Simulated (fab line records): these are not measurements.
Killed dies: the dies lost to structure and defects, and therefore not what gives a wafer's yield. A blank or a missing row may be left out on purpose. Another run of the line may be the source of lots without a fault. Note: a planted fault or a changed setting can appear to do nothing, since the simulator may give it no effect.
fab line records + flow gf180mcu + part 2 of 2: steps 31 to 42 of 42
[record]
- lots = 5
- wafers = 15
- last-day = 32
route steps=602 shown VT_IMPLANT@106 MVSD@136 NWELL@137 LVPWELL@138 MVPSD@139 DUAL_GATE@141
lots that met no fault: from a run of the same line without faults
start-h: start of the lot's first displayed wafer, in hours after the record's first day + wait-h: hours from the lot's prior step to this one + " the same as in the row above + L1.1+2: a row that stands for several wafers + - no value, or no start was given + * or withheld: withheld + < > ~ a bound
route shown NAME@n: names a module that has steps shown in the file, with the first one's number in the route + usual: mean/standard deviation of fault-free wafers + same: alike in all rows + chamber/n: place in a boat + sites: the reading at each site + _std_site: standard deviation across them + _edge_site: outer sites' mean less inner sites' + radius-mm: for every site, how far away it sits from the centre of the wafer + mask NAME#n: copy n + behind: tool/chamber where the wafer was last shaped + hold: why the lot went on hold/how many hours it stayed there/how the hold came to an end + device: whichever transistor did not switch (one of n, p or np) + end of line: the tests these same wafers got at the end of their route + a step without rows: its recipe alone + killed: not the wafer's yield, but the dies lost to structure and defects at the first sort + map: dies across one wafer; x = killed, . = not, _ = none there
set.NAME: the run value of the setting; set.NAME@STEP: its run value at that earlier step + model.NAME: the simulator's own value behind a step, which no gauge read
lots seen at some steps along the route; tables by step, rows by wafer
services: when a tool's chamber went out of use (start-h, in hours from the record's first day, below 0 if earlier), for how many hours, and the reason
[[steps]]
[step GF_VT_IMPLANT_RS_MEAS_46]
[recipe]
- thk-meas-gauge = four-point-probe
[usual]
- MVSD_RS = 456.4/1.3
| lot.wafer | tool          | chamber | start-h | wait-h | MVSD_RS[ohm/sq] |
|-----------|---------------|---------|---------|--------|-----------------|
| L075.2    | film-metro-02 | -       | 166.16  | 0.1    | 456.9           |
| L075.5    | "             | -       | "       | "      | 457.7           |
| L075.6    | "             | -       | "       | "      | 457.1           |
| L083.2    | film-metro-01 | -       | 220.06  | 0.1    | 455.1           |
| L083.4    | "             | -       | "       | "      | 455.6           |
| L083.6    | "             | -       | "       | "      | 455.3           |
| L086.1    | film-metro-02 | -       | 236.44  | 0.1    | 456.6           |
| L086.3    | "             | -       | "       | "      | 457.1           |
| L086.6    | "             | -       | "       | "      | 456.6           |
| L087.2    | film-metro-03 | -       | 244.45  | 0.1    | 455.1           |
| L087.4    | "             | -       | "       | "      | 456.1           |
| L087.5    | "             | -       | "       | "      | 457.7           |
| L090.2    | film-metro-02 | -       | 262.36  | 0.1    | 458.5           |
| L090.4    | "             | -       | "       | "      | 457.8           |
| L090.5    | "             | -       | "       | "      | 456.8           |
[step GF_VT_IMPLANT_RS_MEAS_47]
[recipe]
- thk-meas-gauge = four-point-probe
[usual]
- NWELL_RS = 487.7/1.3
| lot.wafer | tool          | chamber | start-h | wait-h | NWELL_RS[ohm/sq] |
|-----------|---------------|---------|---------|--------|------------------|
| L075.2    | film-metro-02 | -       | 166.28  | 0.1    | 488.3            |
| L075.5    | "             | -       | "       | "      | 487.2            |
| L075.6    | "             | -       | "       | "      | 487.9            |
| L083.2    | film-metro-01 | -       | 220.18  | 0.1    | 489.8            |
| L083.4    | "             | -       | "       | "      | 488.1            |
| L083.6    | "             | -       | "       | "      | 488.6            |
| L086.1    | film-metro-02 | -       | 236.56  | 0.1    | 487.2            |
| L086.3    | "             | -       | "       | "      | 487.0            |
| L086.6    | "             | -       | "       | "      | 487.6            |
| L087.2    | film-metro-03 | -       | 244.57  | 0.1    | 487.4            |
| L087.4    | "             | -       | "       | "      | 487.7            |
| L087.5    | "             | -       | "       | "      | 488.3            |
| L090.2    | film-metro-02 | -       | 262.48  | 0.1    | 491.3            |
| L090.4    | "             | -       | "       | "      | 490.2            |
| L090.5    | "             | -       | "       | "      | 490.1            |
[step GF_VT_IMPLANT_RS_MEAS_48]
[recipe]
- thk-meas-gauge = four-point-probe
[usual]
- LVPWELL_RS = 1196/3.1
| lot.wafer | tool          | chamber | start-h | wait-h | LVPWELL_RS[ohm/sq] |
|-----------|---------------|---------|---------|--------|--------------------|
| L075.2    | film-metro-02 | -       | 166.40  | 0.1    | 1198               |
| L075.5    | "             | -       | "       | "      | 1197               |
| L075.6    | "             | -       | "       | "      | 1196               |
| L083.2    | film-metro-01 | -       | 220.30  | 0.1    | 1192               |
| L083.4    | "             | -       | "       | "      | 1195               |
| L083.6    | "             | -       | "       | "      | 1197               |
| L086.1    | film-metro-02 | -       | 236.68  | 0.1    | 1192               |
| L086.3    | "             | -       | "       | "      | 1189               |
| L086.6    | "             | -       | "       | "      | 1189               |
| L087.2    | film-metro-03 | -       | 244.69  | 0.1    | 1200               |
| L087.4    | "             | -       | "       | "      | 1202               |
| L087.5    | "             | -       | "       | "      | 1199               |
| L090.2    | film-metro-02 | -       | 262.60  | 0.1    | 1199               |
| L090.4    | "             | -       | "       | "      | 1198               |
| L090.5    | "             | -       | "       | "      | 1204               |
[step GF_VT_IMPLANT_RS_MEAS_49]
[recipe]
- thk-meas-gauge = four-point-probe
[usual]
- MVPSD_RS = 1168/3.1
| lot.wafer | tool          | chamber | start-h | wait-h | MVPSD_RS[ohm/sq] |
|-----------|---------------|---------|---------|--------|------------------|
| L075.2    | film-metro-02 | -       | 166.52  | 0.1    | 1166             |
| L075.5    | "             | -       | "       | "      | 1169             |
| L075.6    | "             | -       | "       | "      | 1168             |
| L083.2    | film-metro-01 | -       | 220.42  | 0.1    | 1163             |
| L083.4    | "             | -       | "       | "      | 1167             |
| L083.6    | "             | -       | "       | "      | 1168             |
| L086.1    | film-metro-02 | -       | 236.80  | 0.1    | 1172             |
| L086.3    | "             | -       | "       | "      | 1169             |
| L086.6    | "             | -       | "       | "      | 1169             |
| L087.2    | film-metro-03 | -       | 244.81  | 0.1    | 1166             |
| L087.4    | "             | -       | "       | "      | 1169             |
| L087.5    | "             | -       | "       | "      | 1170             |
| L090.2    | film-metro-02 | -       | 262.72  | 0.1    | 1168             |
| L090.4    | "             | -       | "       | "      | 1169             |
| L090.5    | "             | -       | "       | "      | 1168             |
[step GF_VT_IMPLANT_WET_ETCH_50]
[recipe]
- chemistry = dHF
- target-depth-nm = 20
- target = SiO2
- temp-c = 25
- dilution = 100:1
- time-s = 400
| lot.wafer  | tool         | chamber | start-h | wait-h |
|------------|--------------|---------|---------|--------|
| L075.2+5+6 | wet-bench-04 | 3       | 166.62  | 0.1    |
| L083.2+4+6 | wet-bench-03 | 0       | 220.52  | 0.1    |
| L086.1+3+6 | wet-bench-04 | 2       | 236.92  | 0.1    |
| L087.2+4+5 | wet-bench-02 | 3       | 244.94  | 0.1    |
| L090.2+4+5 | wet-bench-02 | 2       | 262.82  | 0.1    |
[step GF_DUAL_GATE_CLEAN_00]
[recipe]
- chemistry = SC1/SC2
- mix = 1:4:20
- temp-c = 70
- time-s = 150
| lot.wafer  | tool         | chamber | start-h | wait-h |
|------------|--------------|---------|---------|--------|
| L075.2+5+6 | wet-bench-03 | 0       | 166.74  | 0.0    |
| L083.2+4+6 | wet-bench-04 | 2       | 220.63  | 0.0    |
| L086.1+3+6 | wet-bench-03 | 2       | 237.04  | 0.0    |
| L087.2+4+5 | wet-bench-03 | 3       | 245.12  | 0.1    |
| L090.2+4+5 | wet-bench-04 | 2       | 262.94  | 0.0    |
[step GF_DUAL_GATE_CLEAN_01]
[recipe]
- chemistry = dHF
- time-s = 20
- dilution = 100:1
- dry = ipa-marangoni
| lot.wafer  | tool         | chamber | start-h | wait-h |
|------------|--------------|---------|---------|--------|
| L075.2+5+6 | wet-bench-02 | 1       | 166.79  | 0.0    |
| L083.2+4+6 | wet-bench-03 | 2       | 220.69  | 0.0    |
| L086.1+3+6 | wet-bench-04 | 2       | 237.09  | 0.0    |
| L087.2+4+5 | wet-bench-03 | 1       | 245.17  | 0.0    |
| L090.2+4+5 | wet-bench-02 | 3       | 262.99  | 0.0    |
[step GF_DUAL_GATE_OXIDATION_02]
[recipe]
- temp-c = 900
- ambient = O2
- stabilise-s = 600
- purge-s = 300
- target-thk-a = 108.87
- ox-time-s = 1602
[usual]
- ox-temp-c-max = 904.8/1.8
- tube-center-temp-C = 900/0.085
- zone-power-bottom-pct = 24.2/0.67
- zone-power-top-pct = 33.3/1.7
[same]
- stabilise-s = 600
| lot.wafer | tool       | chamber | start-h | wait-h | ox-temp-c-max | tube-center-temp-C | zone-power-bottom-pct | zone-power-top-pct |
|-----------|------------|---------|---------|--------|---------------|--------------------|-----------------------|--------------------|
| L075.2    | furnace-02 | 0       | 166.80  | 0.0    | 906.1         | 900.09             | 24.9                  | 35.1               |
| L075.5    | "          | 0       | "       | "      | 905.6         | 900.03             | 24.6                  | 35.0               |
| L075.6    | "          | 0       | "       | "      | 904.7         | 900.12             | 24.8                  | 35.0               |
| L083.2    | furnace-01 | 0       | 220.96  | 0.3    | 904.2         | 899.94             | 23.6                  | 32.1               |
| L083.4    | "          | 0       | "       | "      | 902.3         | 900.03             | 23.6                  | 31.9               |
| L083.6    | "          | 0       | "       | "      | 903.0         | 899.91             | 23.6                  | 32.1               |
| L086.1    | furnace-02 | 0       | 237.10  | 0.0    | 909.4         | 899.95             | 25.1                  | 35.0               |
| L086.3    | "          | 0       | "       | "      | 907.8         | 899.92             | 25.4                  | 34.8               |
| L086.6    | "          | 0       | "       | "      | 907.5         | 900.08             | 24.7                  | 35.7               |
| L087.2    | furnace-01 | 0       | 245.19  | 0.0    | 905.0         | 899.98             | 23.8                  | 32.2               |
| L087.4    | "          | 0       | "       | "      | 903.8         | 900.21             | 23.7                  | 31.9               |
| L087.5    | "          | 0       | "       | "      | 903.8         | 900.03             | 23.5                  | 31.7               |
| L090.2    | furnace-02 | 0       | 263.01  | 0.0    | 906.2         | 899.99             | 24.5                  | 35.4               |
| L090.4    | "          | 0       | "       | "      | 906.3         | 900                | 25.1                  | 35.0               |
| L090.5    | "          | 0       | "       | "      | 905.3         | 899.86             | 24.7                  | 34.6               |
[step GF_DUAL_GATE_THK_MEAS_03]
[recipe]
- reads = SiO2_of_DUAL_GATE_OXIDATION_02
[usual]
- DUAL_GATE_OXIDATION_00_THK = 10.93/0.2
| lot.wafer | tool          | chamber | start-h | wait-h | DUAL_GATE_OXIDATION_00_THK[nm] |
|-----------|---------------|---------|---------|--------|--------------------------------|
| L075.2    | film-metro-02 | -       | 168.26  | 0.0    | 10.93                          |
| L075.5    | "             | -       | "       | "      | 10.96                          |
| L075.6    | "             | -       | "       | "      | 10.85                          |
| L083.2    | film-metro-02 | -       | 222.41  | 0.0    | 10.93                          |
| L083.4    | "             | -       | "       | "      | 11.11                          |
| L083.6    | "             | -       | "       | "      | 10.94                          |
| L086.1    | film-metro-03 | -       | 238.55  | 0.0    | 10.91                          |
| L086.3    | "             | -       | "       | "      | 11.03                          |
| L086.6    | "             | -       | "       | "      | 11.13                          |
| L087.2    | film-metro-04 | -       | 246.64  | 0.0    | 11.04                          |
| L087.4    | "             | -       | "       | "      | 11.02                          |
| L087.5    | "             | -       | "       | "      | 11.04                          |
| L090.2    | film-metro-03 | -       | 264.46  | 0.0    | 10.89                          |
| L090.4    | "             | -       | "       | "      | 10.90                          |
| L090.5    | "             | -       | "       | "      | 11.10                          |
[step GF_DUAL_GATE_DEHYDRATE_04]
[recipe]
- temp-c = 200
- time-s = 60
| lot.wafer  | tool           | chamber | start-h | wait-h |
|------------|----------------|---------|---------|--------|
| L075.2+5+6 | litho-track-04 | 0       | 175.52  | 7.3    |
| L083.2+4+6 | litho-track-04 | 0       | 231.27  | 8.9    |
| L086.1+3+6 | litho-track-03 | 0       | 246.54  | 8.0    |
| L087.2+4+5 | litho-track-04 | 0       | 255.77  | 9.1    |
| L090.2+4+5 | litho-track-01 | 0       | 273.96  | 9.5    |
[step GF_DUAL_GATE_HMDS_05]
[recipe]
- prime-time-s = 60
- prime-temp-c = 120
| lot.wafer  | tool           | chamber | start-h | wait-h |
|------------|----------------|---------|---------|--------|
| L075.2+5+6 | litho-track-04 | 0       | 175.67  | 0.1    |
| L083.2+4+6 | litho-track-04 | 0       | 231.42  | 0.1    |
| L086.1+3+6 | litho-track-03 | 0       | 246.69  | 0.1    |
| L087.2+4+5 | litho-track-04 | 0       | 255.92  | 0.1    |
| L090.2+4+5 | litho-track-01 | 0       | 274.11  | 0.1    |
[step GF_DUAL_GATE_COAT_06]
[recipe]
- resist = NOVOLAK
- spin-rpm = 3000
- resist-thk-nm = 1000
| lot.wafer  | tool           | chamber | start-h | wait-h |
|------------|----------------|---------|---------|--------|
| L075.2+5+6 | litho-track-04 | 0       | 175.82  | 0.1    |
| L083.2+4+6 | litho-track-04 | 0       | 231.57  | 0.1    |
| L086.1+3+6 | litho-track-03 | 0       | 246.84  | 0.1    |
| L087.2+4+5 | litho-track-04 | 0       | 256.07  | 0.1    |
| L090.2+4+5 | litho-track-01 | 0       | 274.26  | 0.1    |
[[services]]
| tool             | chamber | start-h | hours | kind                    |
|------------------|---------|---------|-------|-------------------------|
| furnace-01       | -       | 125.92  | 4.1   | pm                      |
| furnace-02       | -       | 139.84  | 2.0   | pm                      |
| implanter-02     | -       | 139.99  | 2.9   | repair                  |
| plasma-asher-02  | -       | 142.36  | 2.8   | pm                      |
| plasma-asher-03  | -       | 145.90  | 2.8   | pm                      |
| rtp-anneal-02    | -       | 155.14  | 4.6   | pm                      |
| implanter-01     | -       | 170.31  | 10.0  | repair                  |
| plasma-asher-04  | -       | 200.92  | 1.8   | repair                  |
| wet-bench-02     | -       | 205.80  | 3.1   | repair                  |
| wet-bench-04     | -       | 223.72  | 5.3   | repair                  |
| iline-stepper-01 | -       | 223.91  | 1.7   | pm                      |
| furnace-01       | -       | 253.45  | 3.3   | pm                      |
| iline-stepper-02 | -       | 257.79  | 2.1   | pm                      |
| iline-stepper-02 | -       | 259.87  | -     | consumable-replace:lamp |
| iline-stepper-02 | -       | 264.27  | 1.7   | pm                      |
| implanter-02     | -       | 272.53  | 6.6   | repair                  |
